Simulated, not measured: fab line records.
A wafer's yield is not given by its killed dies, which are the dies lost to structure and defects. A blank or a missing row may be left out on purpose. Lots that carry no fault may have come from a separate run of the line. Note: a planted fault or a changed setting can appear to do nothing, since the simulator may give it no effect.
fab line records + flow sky130
[record]
- lots = 7
- wafers = 20
- last-day = 50
route steps=708 shown VT_ADJUST_LVTN@104 VT_ADJUST_NCORE@119 PAD_OPEN@708
lots untouched by any fault: they come from a run of this same line in which no faults occurred
start-h: the number of hours between the record's first day and the start of the first shown wafer of the lot + wait-h: how many hours have passed since the lot's step before this one + " same as the row above + L1.1+2: several wafers, shown together as one row + - no value, or no start was given + * or withheld: withheld + < > ~ a bound
route shown NAME@n: NAME is a module with steps in the file, n the number in the route of the first one + usual: mean and standard deviation over wafers with no fault + same: alike in all rows + chamber/n: place in a boat + sites: each site's reading + _std_site: the standard deviation of these + _edge_site: outer sites' mean less inner sites' + radius-mm: for every site, how far away it sits from the centre of the wafer + mask NAME#n: copy n + behind: the last tool/chamber to shape the wafer + hold: why the lot went on hold/how many hours it stayed there/how the hold came to an end + device: names the non-switching transistor (n, p or np) + end of line: tests of these same wafers at the route's end + step lacking rows: just its recipe + killed: dies that structure and defects cost at the first sort, which is not the same as the wafer's yield + map: a wafer's dies, x killed, . not, _ none there
set.NAME: the setting as run; set.NAME@STEP: as run at that earlier step + model.NAME: the simulator's own value behind a step, which no gauge read
a table for each step, a row for each wafer; lots at some steps of the route
services: a tool's chamber out of use, with start hour (start-h, from the record's first day; less than 0 if before it), hours out, and reason
[[steps]]
[step SKY_VT_ADJUST_LVTN_OVL_MEAS_07]
[usual]
- VT_ADJUST_LVTN_OVL = 0.5/1.8
| lot.wafer | tool       | chamber | start-h | wait-h | VT_ADJUST_LVTN_OVL[nm] |
|-----------|------------|---------|---------|--------|------------------------|
| L944.1    | overlay-01 | -       | 146.78  | -      | 0.9                    |
| L944.5    | "          | -       | "       | "      | 0.3                    |
| L944.6    | "          | -       | "       | "      | 0.3                    |
| L947.2    | overlay-02 | -       | 168.66  | -      | -2.6                   |
| L947.4    | "          | -       | "       | "      | -1.8                   |
| L947.5    | "          | -       | "       | "      | -2.1                   |
| L948.2    | overlay-01 | -       | 170.81  | -      | 1.1                    |
| L948.4    | "          | -       | "       | "      | 2.7                    |
| L948.6    | "          | -       | "       | "      | 1.0                    |
| L949.2    | overlay-01 | -       | 178.79  | -      | 0.5                    |
| L949.6    | "          | -       | "       | "      | -0.6                   |
| L950.3    | overlay-01 | -       | 188.82  | -      | -1.5                   |
| L950.5    | "          | -       | "       | "      | -0.3                   |
| L950.6    | "          | -       | "       | "      | -0.8                   |
| L964.2    | overlay-02 | -       | 274.33  | -      | 1.4                    |
| L964.5    | "          | -       | "       | "      | 2.0                    |
| L964.6    | "          | -       | "       | "      | 0.2                    |
| L966.3    | overlay-02 | -       | 290.22  | -      | 0.3                    |
| L966.4    | "          | -       | "       | "      | 0.9                    |
| L966.5    | "          | -       | "       | "      | 2.2                    |
[step SKY_VT_ADJUST_LVTN_IMPLANT_08]
[recipe]
- species = B
- energy-kev = 30
- dose-cm2 = 1.57e+12
- tilt-deg = withheld
[step SKY_VT_ADJUST_LVTN_STRIP_09]
[recipe]
- chemistry = O2/N2
- power-w = 1400
- pressure-mtorr = 1500
- platen-temp-c = withheld
- o2-flow-sccm = 3000
- n2-flow-sccm = 300
- overash-fraction = 0.5
[usual]
- drypump-motor-current-A = 5.4/0.3
- oes-product-au = 0.722/0.0045
- strip-time-to-endpoint-s = 36.95/0.1
| lot.wafer | tool            | chamber | start-h | wait-h | drypump-motor-current-A | oes-product-au | rf-hours-counter-h | strip-time-to-endpoint-s |
|-----------|-----------------|---------|---------|--------|-------------------------|----------------|--------------------|--------------------------|
| L944.1    | plasma-asher-01 | 1       | 146.97  | 0.1    | 5.7                     | 0.717          | 50                 | 37.07                    |
| L944.5    | "               | 0       | "       | "      | 5.9                     | 0.727          | -                  | 36.97                    |
| L944.6    | "               | 1       | "       | "      | 5.7                     | 0.728          | -                  | 37.00                    |
| L947.2    | plasma-asher-04 | 1       | 168.84  | 0.1    | 5.3                     | 0.724          | 49                 | 37.03                    |
| L947.4    | "               | 1       | "       | "      | 5.3                     | 0.725          | -                  | 37.00                    |
| L947.5    | "               | 1       | "       | "      | 5.3                     | 0.721          | -                  | 36.97                    |
| L948.2    | plasma-asher-04 | 1       | 170.99  | 0.1    | 5.3                     | 0.720          | 50                 | 36.80                    |
| L948.4    | "               | 0       | "       | "      | 5.4                     | 0.725          | -                  | 36.88                    |
| L948.6    | "               | 0       | "       | "      | 5.4                     | 0.721          | -                  | 36.83                    |
| L949.2    | plasma-asher-04 | 1       | 178.97  | 0.1    | 5.3                     | 0.722          | 51                 | 37.07                    |
| L949.6    | "               | 1       | "       | "      | 5.3                     | 0.723          | -                  | 37.11                    |
| L950.3    | plasma-asher-02 | 1       | 189.03  | 0.1    | 4.8                     | 0.725          | -                  | 36.85                    |
| L950.5    | "               | 1       | "       | "      | 4.9                     | 0.727          | -                  | 37.02                    |
| L950.6    | "               | 0       | "       | "      | 4.8                     | 0.717          | -                  | 36.94                    |
| L964.2    | plasma-asher-04 | 0       | 274.51  | 0.1    | 5.4                     | 0.718          | 62                 | 36.89                    |
| L964.5    | "               | 0       | "       | "      | 5.5                     | 0.713          | -                  | 36.88                    |
| L964.6    | "               | 1       | "       | "      | 5.3                     | 0.719          | -                  | 36.99                    |
| L966.3    | plasma-asher-04 | 0       | 290.43  | 0.1    | 5.4                     | 0.715          | -                  | 36.98                    |
| L966.4    | "               | 1       | "       | "      | 5.3                     | 0.720          | -                  | 36.99                    |
| L966.5    | "               | 0       | "       | "      | 5.4                     | 0.716          | -                  | 37.02                    |
[step SKY_VT_ADJUST_LVTN_TW_MEAS_10]
[usual]
- VT_ADJUST_LVTN_TW = 242.5/2.6
| lot.wafer | tool          | chamber | start-h | wait-h | VT_ADJUST_LVTN_TW |
|-----------|---------------|---------|---------|--------|-------------------|
| L944.1    | film-metro-02 | -       | 147.07  | 0.1    | 243.8             |
| L944.5    | "             | -       | "       | "      | 243.1             |
| L944.6    | "             | -       | "       | "      | 243.5             |
| L947.2    | film-metro-01 | -       | 168.95  | 0.1    | 239.9             |
| L947.4    | "             | -       | "       | "      | 239.9             |
| L947.5    | "             | -       | "       | "      | 239.9             |
| L948.2    | film-metro-02 | -       | 171.10  | 0.1    | 241.3             |
| L948.4    | "             | -       | "       | "      | 240.6             |
| L948.6    | "             | -       | "       | "      | 240.7             |
| L949.2    | film-metro-03 | -       | 179.08  | 0.1    | 246.2             |
| L949.6    | "             | -       | "       | "      | 248.2             |
| L950.3    | film-metro-03 | -       | 189.11  | 0.1    | 246.3             |
| L950.5    | "             | -       | "       | "      | 246.6             |
| L950.6    | "             | -       | "       | "      | 245.7             |
| L964.2    | film-metro-03 | -       | 274.62  | 0.1    | 244.0             |
| L964.5    | "             | -       | "       | "      | 243.6             |
| L964.6    | "             | -       | "       | "      | 243.6             |
| L966.3    | film-metro-03 | -       | 290.51  | 0.1    | 244.3             |
| L966.4    | "             | -       | "       | "      | 243.9             |
| L966.5    | "             | -       | "       | "      | 244.2             |
[step SKY_VT_ADJUST_LVTN_DEHYDRATE_11]
[recipe]
- temp-c = 200
- time-s = 60
[step SKY_VT_ADJUST_LVTN_HMDS_12]
[recipe]
- prime-time-s = 60
- prime-temp-c = 120
[step SKY_VT_ADJUST_LVTN_COAT_13]
[recipe]
- resist = NOVOLAK
- spin-rpm = 3000
- resist-thk-nm = 1140
[step SKY_VT_ADJUST_LVTN_SOFTBAKE_14]
[recipe]
- temp-c = 90
- time-s = 60
- resist = NOVOLAK
[step SKY_VT_ADJUST_LVTN_EXPOSE_15]
[recipe]
- mask-id = HVN_STD_DERIVED
- na = 0.6
- source-shape = conventional
- sigma-outer = 0.6
- polarization = unpolarized
- target-cd-nm = 600
- dose-mj = 163
[step SKY_VT_ADJUST_LVTN_PEB_16]
[recipe]
- temp-c = withheld
- time-s = *
- resist = NOVOLAK
[step SKY_VT_ADJUST_LVTN_DEVELOP_17]
[recipe]
- resist = NOVOLAK
- developer = TMAH
- develop-time-s = 60
- dev-temp-c = 23
[step SKY_VT_ADJUST_LVTN_OVL_MEAS_18]
[usual]
- VT_ADJUST_LVTN_01_OVL = -0.3/1.3
| lot.wafer | tool       | chamber | start-h | wait-h | VT_ADJUST_LVTN_01_OVL[nm] |
|-----------|------------|---------|---------|--------|---------------------------|
| L944.1    | overlay-01 | -       | 166.86  | 0.1    | 1.4                       |
| L944.5    | "          | -       | "       | "      | 0.6                       |
| L944.6    | "          | -       | "       | "      | -0.1                      |
| L947.2    | overlay-01 | -       | 189.79  | 0.1    | 1.4                       |
| L947.4    | "          | -       | "       | "      | 0.0                       |
| L947.5    | "          | -       | "       | "      | 2.7                       |
| L948.2    | overlay-02 | -       | 191.99  | 0.1    | -0.3                      |
| L948.4    | "          | -       | "       | "      | -2.1                      |
| L948.6    | "          | -       | "       | "      | -1.5                      |
| L949.2    | overlay-02 | -       | 199.63  | 0.1    | -1.0                      |
| L949.6    | "          | -       | "       | "      | -0.1                      |
| L950.3    | overlay-02 | -       | 210.55  | 0.1    | 1.0                       |
| L950.5    | "          | -       | "       | "      | -0.2                      |
| L950.6    | "          | -       | "       | "      | 1.3                       |
| L964.2    | overlay-01 | -       | 299.21  | 0.1    | 1.4                       |
| L964.5    | "          | -       | "       | "      | 0.0                       |
| L964.6    | "          | -       | "       | "      | -0.2                      |
| L966.3    | overlay-02 | -       | 315.34  | 0.1    | 0.0                       |
| L966.4    | "          | -       | "       | "      | -1.4                      |
| L966.5    | "          | -       | "       | "      | -1.4                      |
[step SKY_VT_ADJUST_LVTN_IMPLANT_19]
[recipe]
- species = B
- energy-kev = 30
- dose-cm2 = 6.5e+11
- tilt-deg = withheld
[usual]
- beam-on-s = 10.03/0.2
- faraday-current-uA = 3.66/0.073
| lot.wafer | tool         | chamber | start-h | wait-h | beam-on-s | faraday-current-uA |
|-----------|--------------|---------|---------|--------|-----------|--------------------|
| L944.1    | implanter-04 | 0       | 166.89  | 0.0    | 10.26     | 3.59               |
| L944.5    | "            | 0       | "       | "      | 10.14     | 3.62               |
| L944.6    | "            | 0       | "       | "      | 10.20     | 3.59               |
| L947.2    | implanter-02 | 0       | 189.84  | 0.0    | 10.20     | 3.59               |
| L947.4    | "            | 0       | "       | "      | 9.99      | 3.66               |
| L947.5    | "            | 0       | "       | "      | 9.99      | 3.68               |
| L948.2    | implanter-02 | 0       | 192.05  | 0.0    | 13.19     | 2.77               |
| L948.4    | "            | 0       | "       | "      | 10.16     | 3.61               |
| L948.6    | "            | 0       | "       | "      | 10.25     | 3.58               |
| L949.2    | implanter-02 | 0       | 199.69  | 0.0    | 13.03     | 2.82               |
| L949.6    | "            | 0       | "       | "      | 10.34     | 3.56               |
| L950.3    | implanter-02 | 0       | 210.62  | 0.1    | 13.42     | 2.72               |
| L950.5    | "            | 0       | "       | "      | 9.93      | 3.68               |
| L950.6    | "            | 0       | "       | "      | 9.79      | 3.73               |
| L964.2    | implanter-02 | 0       | 299.27  | 0.0    | 10.02     | 3.67               |
| L964.5    | "            | 0       | "       | "      | 9.96      | 3.66               |
| L964.6    | "            | 0       | "       | "      | 9.84      | 3.70               |
| L966.3    | implanter-04 | 0       | 315.41  | 0.1    | 10.30     | 3.56               |
| L966.4    | "            | 0       | "       | "      | 9.86      | 3.71               |
| L966.5    | "            | 0       | "       | "      | 10.06     | 3.64               |
[step SKY_VT_ADJUST_LVTN_STRIP_20]
[recipe]
- chemistry = O2/N2
- power-w = 1400
- pressure-mtorr = 1500
- platen-temp-c = withheld
- o2-flow-sccm = 3000
- n2-flow-sccm = 300
- overash-fraction = 0.5
[usual]
- drypump-motor-current-A = 5.2/0.38
- oes-product-au = 0.716/0.004
- strip-time-to-endpoint-s = 14.17/0.041
| lot.wafer | tool            | chamber | start-h | wait-h | drypump-motor-current-A | oes-product-au | rf-hours-counter-h | strip-time-to-endpoint-s |
|-----------|-----------------|---------|---------|--------|-------------------------|----------------|--------------------|--------------------------|
| L944.1    | plasma-asher-02 | 1       | 167.04  | 0.1    | 4.8                     | 0.718          | 34                 | 14.26                    |
| L944.5    | "               | 1       | "       | "      | 4.8                     | 0.716          | -                  | 14.25                    |
| L944.6    | "               | 0       | "       | "      | 4.8                     | 0.711          | -                  | 14.25                    |
| L947.2    | plasma-asher-02 | 1       | 189.97  | 0.1    | 4.9                     | 0.719          | 37                 | 14.20                    |
| L947.4    | "               | 1       | "       | "      | 4.9                     | 0.716          | -                  | 14.16                    |
| L947.5    | "               | 1       | "       | "      | 4.8                     | 0.720          | -                  | 14.15                    |
| L948.2    | plasma-asher-02 | 0       | 192.17  | 0.1    | 4.8                     | 0.718          | 37                 | 14.17                    |
| L948.4    | "               | 1       | "       | "      | 4.8                     | 0.717          | -                  | 14.12                    |
| L948.6    | "               | 0       | "       | "      | 4.8                     | 0.708          | -                  | 14.14                    |
| L949.2    | plasma-asher-04 | 1       | 199.81  | 0.1    | 5.3                     | 0.712          | 53                 | 14.18                    |
| L949.6    | "               | 1       | "       | "      | 5.3                     | 0.717          | -                  | 14.16                    |
| L950.3    | plasma-asher-04 | 0       | 210.76  | 0.1    | 5.4                     | 0.719          | -                  | 14.10                    |
| L950.5    | "               | 1       | "       | "      | 5.3                     | 0.712          | -                  | 14.12                    |
| L950.6    | "               | 0       | "       | "      | 5.4                     | 0.718          | -                  | 14.10                    |
| L964.2    | plasma-asher-01 | 0       | 299.39  | 0.1    | 5.9                     | 0.707          | 65                 | 14.15                    |
| L964.5    | "               | 0       | "       | "      | 5.8                     | 0.719          | -                  | 14.12                    |
| L964.6    | "               | 1       | "       | "      | 5.7                     | 0.721          | -                  | 14.16                    |
| L966.3    | plasma-asher-02 | 0       | 315.55  | 0.1    | 4.8                     | 0.721          | -                  | 14.18                    |
| L966.4    | "               | 1       | "       | "      | 4.8                     | 0.714          | -                  | 14.20                    |
| L966.5    | "               | 1       | "       | "      | 4.8                     | 0.712          | -                  | 14.24                    |
[step SKY_VT_ADJUST_LVTN_TW_MEAS_21]
[usual]
- VT_ADJUST_LVTN_2_TW = 189.1/1.9
| lot.wafer | tool          | chamber | start-h | wait-h | VT_ADJUST_LVTN_2_TW |
|-----------|---------------|---------|---------|--------|---------------------|
| L944.1    | film-metro-03 | -       | 167.14  | 0.1    | 189.7               |
| L944.5    | "             | -       | "       | "      | 190.2               |
| L944.6    | "             | -       | "       | "      | 189.4               |
| L947.2    | film-metro-01 | -       | 190.08  | 0.1    | 186.7               |
| L947.4    | "             | -       | "       | "      | 187.5               |
| L947.5    | "             | -       | "       | "      | 186.7               |
| L948.2    | film-metro-01 | -       | 192.28  | 0.1    | 200.4               |
| L948.4    | "             | -       | "       | "      | 186.2               |
| L948.6    | "             | -       | "       | "      | 186.2               |
| L949.2    | film-metro-02 | -       | 199.92  | 0.1    | 204.1               |
| L949.6    | "             | -       | "       | "      | 189.1               |
| L950.3    | film-metro-01 | -       | 210.84  | 0.1    | 200.1               |
| L950.5    | "             | -       | "       | "      | 187.1               |
| L950.6    | "             | -       | "       | "      | 186.5               |
| L964.2    | film-metro-01 | -       | 299.50  | 0.1    | 187.8               |
| L964.5    | "             | -       | "       | "      | 187.4               |
| L964.6    | "             | -       | "       | "      | 186.9               |
| L966.3    | film-metro-02 | -       | 315.63  | 0.1    | 188.6               |
| L966.4    | "             | -       | "       | "      | 189.4               |
| L966.5    | "             | -       | "       | "      | 187.6               |
[step SKY_VT_ADJUST_NCORE_DEHYDRATE_00]
[recipe]
- temp-c = 200
- time-s = 60
[step SKY_PAD_OPEN_PROBE_99]
[usual]
- killed_at_M0_to_M3 = 43/7.5
- killed_at_M4_up = 3.3/1.9
- killed-at-contacts = 24/4.6
- killed-at-front-end = 16/4.9
- killed-at-other = 0.2/0.46
- killed-dies = 87/9.1
- killed-open = 47/7.4
- killed-short = 39/6.6
[same]
- gross-dies = 492
- killed-at-back-side = 0
| lot.wafer | tool      | chamber | start-h | wait-h | killed_at_M0_to_M3 | killed_at_M4_up | killed-at-contacts | killed-at-front-end | killed-at-other | killed-dies | killed-open | killed-short | model.etest.res-pwell-under-gate.rs-ohm-sq | model.etest.nfet-g5v0d10v5.body-rise-v | model.etest.nfet_16v.body-rise-v | model.etest.nfet-g5v0d10v5.vt-sat-v | model.etest.nfet-g5v0d10v5.vt-v |
|-----------|-----------|---------|---------|--------|--------------------|-----------------|--------------------|---------------------|-----------------|-------------|-------------|--------------|--------------------------------------------|----------------------------------------|----------------------------------|-------------------------------------|---------------------------------|
| L944.1    | prober-02 | -       | 1078.93 | 0.1    | 37                 | 0               | 21                 | 24                  | 0               | 82          | 42          | 40           | 2263                                       | 0.681                                  | 0.6752                           | 0.769                               | 0.8264                          |
| L944.5    | prober-02 | -       | 1079.13 | 0.2    | 50                 | 3               | 27                 | 8                   | 0               | 88          | 46          | 42           | 2270                                       | 0.6793                                 | 0.6763                           | 0.7827                              | 0.8366                          |
| L944.6    | prober-02 | -       | 1079.18 | 0.2    | 39                 | 2               | 24                 | 20                  | 1               | 86          | 45          | 41           | 2260                                       | 0.6833                                 | 0.6765                           | 0.7689                              | 0.8241                          |
| L948.2    | prober-02 | -       | 1102.49 | 0.1    | 40                 | 3               | 19                 | 10                  | 0               | 72          | 38          | 32           | 2257                                       | 0.6977                                 | 0.6926                           | 0.7952                              | 0.8497                          |
| L948.4    | prober-02 | -       | 1102.59 | 0.2    | 38                 | 7               | 20                 | 8                   | 0               | 73          | 40          | 32           | 2276                                       | 0.6712                                 | 0.6639                           | 0.7602                              | 0.8206                          |
| L948.6    | prober-02 | -       | 1102.69 | 0.2    | 38                 | 2               | 20                 | 13                  | 0               | 73          | 40          | 30           | 2278                                       | 0.6666                                 | 0.6623                           | 0.7634                              | 0.8206                          |
| L947.2    | prober-01 | -       | 1103.85 | 0.1    | 40                 | 4               | 25                 | 11                  | 0               | 80          | 51          | 28           | 2274                                       | 0.6683                                 | 0.6614                           | 0.7562                              | 0.8143                          |
| L947.4    | prober-01 | -       | 1103.95 | 0.2    | 41                 | 4               | 19                 | 16                  | 0               | 80          | 51          | 26           | 2266                                       | 0.6698                                 | 0.6642                           | 0.7588                              | 0.8184                          |
| L947.5    | prober-01 | -       | 1104.00 | 0.2    | 38                 | 7               | 20                 | 16                  | 0               | 81          | 43          | 38           | 2251                                       | 0.6624                                 | 0.6549                           | 0.7631                              | 0.8227                          |
| L949.2    | prober-02 | -       | 1106.31 | 0.1    | 47                 | 1               | 30                 | 14                  | 1               | 93          | 51          | 40           | 2270                                       | 0.7236                                 | 0.719                            | 0.8112                              | 0.8632                          |
| L949.6    | prober-02 | -       | 1106.51 | 0.2    | 62                 | 0               | 21                 | 17                  | 0               | 100         | 59          | 40           | 2296                                       | 0.6967                                 | 0.6897                           | 0.7948                              | 0.8507                          |
| L950.3    | prober-01 | -       | 1121.15 | 0.2    | 43                 | 4               | 27                 | 27                  | 0               | 101         | 34          | 65           | 2236                                       | 0.7145                                 | 0.7091                           | 0.81                                | 0.8595                          |
| L950.5    | prober-01 | -       | 1121.25 | 0.2    | 45                 | 4               | 26                 | 18                  | 1               | 94          | 40          | 53           | 2281                                       | 0.6905                                 | 0.684                            | 0.789                               | 0.8424                          |
| L950.6    | prober-01 | -       | 1121.30 | 0.2    | 58                 | 0               | 17                 | 17                  | 1               | 93          | 58          | 35           | 2277                                       | 0.6779                                 | 0.6726                           | 0.7631                              | 0.8179                          |
| L964.2    | prober-02 | -       | 1182.28 | 0.1    | 48                 | 6               | 24                 | 5                   | 0               | 83          | 46          | 37           | 2286                                       | 0.6886                                 | 0.6811                           | 0.7699                              | 0.8252                          |
| L964.5    | prober-02 | -       | 1182.43 | 0.2    | 30                 | 4               | 24                 | 20                  | 0               | 78          | 47          | 31           | 2279                                       | 0.6891                                 | 0.6853                           | 0.7836                              | 0.84                            |
| L964.6    | prober-02 | -       | 1182.48 | 0.2    | 34                 | 2               | 25                 | 13                  | 0               | 74          | 46          | 28           | 2267                                       | 0.6878                                 | 0.6835                           | 0.7702                              | 0.8235                          |
| L966.3    | prober-01 | -       | 1190.40 | 0.2    | 29                 | 2               | 25                 | 15                  | 0               | 71          | 32          | 39           | 2303                                       | 0.6697                                 | 0.6657                           | 0.7557                              | 0.8147                          |
| L966.4    | prober-01 | -       | 1190.45 | 0.2    | 36                 | 1               | 33                 | 15                  | 0               | 85          | 47          | 38           | 2305                                       | 0.6687                                 | 0.6634                           | 0.7715                              | 0.8257                          |
| L966.5    | prober-01 | -       | 1190.50 | 0.2    | 37                 | 7               | 28                 | 13                  | 0               | 85          | 40          | 44           | 2284                                       | 0.6655                                 | 0.6618                           | 0.7508                              | 0.8084                          |
// killed by level:class
L944.1 VIA1:geometric-particle:open=11 FIELD_ISO:geometric-particle:short=10 LI_CONTACT:geometric-particle:open=8 POLY_GATE:geometric-particle:open=5 CONTACT:geometric-particle:open=5 FIELD_ISO:geometric-particle:open=4 VIA1:geometric-particle:short=4 CONTACT:geometric-particle:short=4
L944.5 CONTACT:geometric-particle:open=13 VIA1:geometric-particle:open=9 METAL2:geometric-particle:short=8 VIA3:geometric-particle:short=6 VIA3:geometric-particle:open=6 VIA2:geometric-particle:short=6 LI_CONTACT:geometric-particle:open=5 CONTACT:geometric-particle:short=5
L944.6 CONTACT:geometric-particle:open=11 FIELD_ISO:geometric-particle:open=8 METAL1:geometric-particle:short=8 VIA1:geometric-particle:short=7 VIA2:geometric-particle:open=6 LI_CONTACT:geometric-particle:open=5 METAL2:geometric-particle:short=5 VIA3:geometric-particle:open=5
L948.2 VIA1:geometric-particle:open=8 LI_CONTACT:geometric-particle:open=7 METAL1:geometric-particle:short=7 CONTACT:geometric-particle:open=6 VIA1:geometric-particle:short=5 VIA2:geometric-particle:open=5 METAL3:geometric-particle:short=4 FIELD_ISO:geometric-particle:short=3
L948.4 VIA1:geometric-particle:open=12 CONTACT:geometric-particle:open=7 METAL1:geometric-particle:short=7 LI_CONTACT:geometric-particle:open=6 METAL2:geometric-particle:short=5 LOCAL_INTERCONNECT:geometric-particle:short=4 METAL4:geometric-particle:short=4 FIELD_ISO:geometric-particle:open=3
L948.6 VIA1:geometric-particle:open=11 CONTACT:geometric-particle:open=7 VIA2:geometric-particle:open=7 VIA3:geometric-particle:open=5 FIELD_ISO:geometric-particle:short=4 LOCAL_INTERCONNECT:geometric-particle:short=4 LI_CONTACT:geometric-particle:open=4 METAL1:geometric-particle:short=4
L947.2 CONTACT:geometric-particle:open=11 VIA1:geometric-particle:open=9 VIA3:geometric-particle:open=8 VIA2:geometric-particle:open=7 CONTACT:geometric-particle:short=6 LI_CONTACT:geometric-particle:open=5 METAL1:geometric-particle:short=5 POLY_GATE:geometric-particle:open=4
L947.4 VIA1:geometric-particle:open=14 CONTACT:geometric-particle:open=12 VIA2:geometric-particle:open=5 METAL2:geometric-particle:short=4 VIA2:geometric-particle:short=4 VIA3:geometric-particle:open=4 FIELD_ISO:geometric-particle:open=3 POLY_GATE:geometric-particle:open=3
L947.5 CONTACT:geometric-particle:open=10 METAL2:geometric-particle:short=10 VIA3:geometric-particle:open=9 FIELD_ISO:geometric-particle:open=5 LI_CONTACT:geometric-particle:open=5 VIA1:geometric-particle:open=5 POLY_GATE:geometric-particle:open=4 VIA3:geometric-particle:short=4
L949.2 CONTACT:geometric-particle:open=11 VIA2:geometric-particle:open=8 VIA3:geometric-particle:open=7 CONTACT:geometric-particle:short=6 METAL1:geometric-particle:short=6 FIELD_ISO:geometric-particle:open=5 LI_CONTACT:geometric-particle:open=5 METAL2:geometric-particle:short=5
L949.6 VIA1:geometric-particle:open=16 VIA2:geometric-particle:open=10 METAL2:geometric-particle:short=8 CONTACT:geometric-particle:open=7 LOCAL_INTERCONNECT:geometric-particle:short=6 METAL1:geometric-particle:short=6 VIA3:geometric-particle:open=6 FIELD_ISO:geometric-particle:short=5
L950.3 METAL1:geometric-particle:short=12 FIELD_ISO:geometric-particle:open=10 METAL2:geometric-particle:short=10 FIELD_ISO:geometric-particle:short=8 CONTACT:geometric-particle:short=8 LI_CONTACT:geometric-particle:short=7 CONTACT:geometric-particle:open=7 LOCAL_INTERCONNECT:geometric-particle:short=5
L950.5 METAL2:geometric-particle:short=10 VIA1:geometric-particle:short=8 METAL1:geometric-particle:short=8 LI_CONTACT:geometric-particle:open=7 CONTACT:geometric-particle:open=7 VIA1:geometric-particle:open=6 FIELD_ISO:geometric-particle:open=5 LOCAL_INTERCONNECT:geometric-particle:short=4
L950.6 VIA1:geometric-particle:open=17 VIA3:geometric-particle:open=11 LI_CONTACT:geometric-particle:open=5 CONTACT:geometric-particle:open=5 VIA1:geometric-particle:short=5 FIELD_ISO:geometric-particle:open=4 POLY_GATE:geometric-particle:short=4 METAL1:geometric-particle:open=4
L964.2 VIA1:geometric-particle:open=11 VIA2:geometric-particle:open=9 CONTACT:geometric-particle:open=8 VIA3:geometric-particle:open=8 LI_CONTACT:geometric-particle:open=7 METAL1:geometric-particle:short=6 VIA2:geometric-particle:short=5 METAL2:geometric-particle:short=4
L964.5 VIA1:geometric-particle:open=8 CONTACT:geometric-particle:short=6 CONTACT:geometric-particle:open=6 POLY_GATE:geometric-particle:open=5 LI_CONTACT:geometric-particle:open=5 LOCAL_INTERCONNECT:geometric-particle:short=5 VIA3:geometric-particle:open=5 FIELD_ISO:geometric-particle:short=4
L964.6 VIA1:geometric-particle:open=10 LI_CONTACT:geometric-particle:open=9 VIA3:geometric-particle:open=8 CONTACT:geometric-particle:open=7 FIELD_ISO:geometric-particle:short=4 VIA1:geometric-particle:short=4 FIELD_ISO:geometric-particle:open=3 LOCAL_INTERCONNECT:geometric-particle:short=3
L966.3 CONTACT:geometric-particle:open=11 FIELD_ISO:geometric-particle:short=7 VIA1:geometric-particle:open=6 LI_CONTACT:geometric-particle:open=5 CONTACT:geometric-particle:short=5 VIA1:geometric-particle:short=4 LOCAL_INTERCONNECT:geometric-particle:short=4 METAL1:geometric-particle:short=4
L966.4 CONTACT:geometric-particle:open=11 VIA1:geometric-particle:open=11 FIELD_ISO:geometric-particle:open=7 LI_CONTACT:geometric-particle:open=7 LOCAL_INTERCONNECT:geometric-particle:short=5 CONTACT:geometric-particle:short=5 VIA2:geometric-particle:short=5 VIA1:geometric-particle:short=4
L966.5 CONTACT:geometric-particle:open=9 METAL1:geometric-particle:short=7 VIA1:geometric-particle:open=6 METAL4:geometric-particle:short=6 LI_CONTACT:geometric-particle:open=5 LOCAL_INTERCONNECT:geometric-particle:short=5 CONTACT:geometric-particle:short=5 VIA3:geometric-particle:open=5
[[services]]
| tool            | chamber | start-h | hours | kind   |
|-----------------|---------|---------|-------|--------|
| plasma-asher-04 | -       | 138.46  | 0.5   | repair |
| implanter-02    | -       | 148.31  | 1.5   | repair |
| plasma-asher-04 | -       | 152.22  | 0.4   | repair |
| plasma-asher-01 | -       | 172.65  | 14.6  | pm     |
| plasma-asher-02 | -       | 206.37  | 21.0  | repair |
| plasma-asher-01 | -       | 225.24  | 1.5   | repair |
| plasma-asher-02 | -       | 227.35  | 12.8  | pm     |
| plasma-asher-02 | -       | 260.84  | 16.8  | repair |
| plasma-asher-04 | -       | 276.32  | 5.2   | repair |
| implanter-04    | -       | 282.84  | 3.3   | pm     |
| implanter-04    | -       | 286.15  | 5.5   | repair |
| implanter-02    | -       | 286.81  | 2.1   | repair |
| implanter-04    | -       | 303.27  | 2.1   | pm     |
| plasma-asher-01 | -       | 314.20  | 3.8   | repair |
[[key]]
[first-sign]
- step = SKY_VT_ADJUST_LVTN_IMPLANT_19
- reading = beam-on-s
- direction = up
- sigmas = 16
- usual = 10.03
- struck = 13.21
[effect]
- step = SKY_VT_ADJUST_LVTN_IMPLANT_19
- reading = faraday-current-uA
- direction = down
- sigmas = 12
- usual = 3.66
- struck = 2.77
[effect]
- step = SKY_VT_ADJUST_LVTN_TW_MEAS_21
- reading = VT_ADJUST_LVTN_2_TW
- direction = up
- sigmas = 6.6
- usual = 189.1
- struck = 201.5
[model-effect]
- step = SKY_PAD_OPEN_PROBE_99
- value = etest.res-pwell-under-gate.rs-ohm-sq
- without = 2288
- struck = 2254
met-at SKY_VT_ADJUST_LVTN_IMPLANT_19
struck-wafers L948.2,L949.2,L950.3
tester-left-out L948,L949,L950
onset-between 189.84 192.05
[fault]
- kind = process-parameter-drift
- tool = implanter-02
- chamber = -
- onset-h = 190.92
- steps = SKY_VT_ADJUST_LVTN_IMPLANT_19
- channel = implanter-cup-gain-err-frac
- offset = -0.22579
- shape = step
- end-h = 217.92
- scope = struck-wafers-only
// tester-left-out: of these lots the tester's yield and bins aren't shown, on N5 and GAA mostly nor the transistor test; their killed dies are dies lost to structure and defects alone, not to doping, threshold or leakage, so they don't give the yield
